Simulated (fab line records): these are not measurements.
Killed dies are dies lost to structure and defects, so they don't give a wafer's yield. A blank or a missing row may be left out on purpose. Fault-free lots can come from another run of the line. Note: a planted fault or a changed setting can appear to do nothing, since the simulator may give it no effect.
2 desks, one fault :: flow sky130 :: only its own numbers are on each desk; what lay behind them is given at the end

== TOOL OWNER'S DESK, pvd sputter-03 ==
The tool's own readings at SKY_METAL2_SPUTTER_00 (material Ti, target thk 15 nm, time 10 s): means of the sampled wafers that have a number, for each lot that ran on this tool. A lot is out of limits, marked OUT, if its mean lies more than 4 standard deviations from the usual mean; the brackets give that distance.
Columns: A = chamber pressure pa at SKY_METAL2_SPUTTER_00, usual 0.4000 Pa; B = throttle valve pct at SKY_METAL2_SPUTTER_00, usual 29.9 %
lot: L923
first seen here: day 35 15:34
A: 0.3993
B: 30.3

lot: L925
first seen here: day 35 16:14
A: 0.4012
B: 29.9

lot: L927
first seen here: day 36 03:17
A: 0.4002
B: 30.7

lot: L938
first seen here: day 39 04:44
A: 0.3996
B: 30.5
This desk found nothing out of limits on any of the 4 lots.

== AT THE METROLOGY DESK ==
Means of the sampled wafers that have a number, per lot and without regard to the tool the lot ran on: this is what the gauges read. A lot is out of limits, marked OUT, if its mean lies more than 4 standard deviations from the usual mean; the brackets give that distance.
Columns: A = LI_CONTACT_OVL at SKY_LI_CONTACT_OVL_MEAS_13, usual 2 nm; B = METAL1_ALCU_RS at SKY_METAL1_RS_MEAS_05, usual 0.1262 ohm/sq
lot: L923
first seen here: day 30 19:47
A: 1
B: 0.1277

lot: L925
first seen here: day 30 21:17
A: -2
B: 0.1264

lot: L927
first seen here: day 31 09:44
A: 8
B: 0.1258

lot: L935
first seen here: day 34 01:31
A: 5
B: 0.1249

lot: L936
first seen here: day 34 08:46
A: 3
B: 0.1255

lot: L938
first seen here: day 34 13:19
A: -8
B: 0.1261

lot: L939
first seen here: day 34 22:19
A: 4
B: 0.1282

lot: L941
first seen here: day 35 14:25
A: 4
B: 0.1244

lot: L942
first seen here: day 35 16:23
A: 4
B: 0.1261

lot: L944
first seen here: day 35 23:50
A: -4
B: 0.1249

lot: L943
first seen here: day 36 03:37
A: 3
B: 0.1253
This desk found nothing out of limits on any of the 11 lots.

== BROUGHT TOGETHER ==
Nothing out of limits was seen by the tool owner's desk.
The metrology desk saw nothing out of limits.

== WHAT THE SIMULATOR HAD PUT IN ==
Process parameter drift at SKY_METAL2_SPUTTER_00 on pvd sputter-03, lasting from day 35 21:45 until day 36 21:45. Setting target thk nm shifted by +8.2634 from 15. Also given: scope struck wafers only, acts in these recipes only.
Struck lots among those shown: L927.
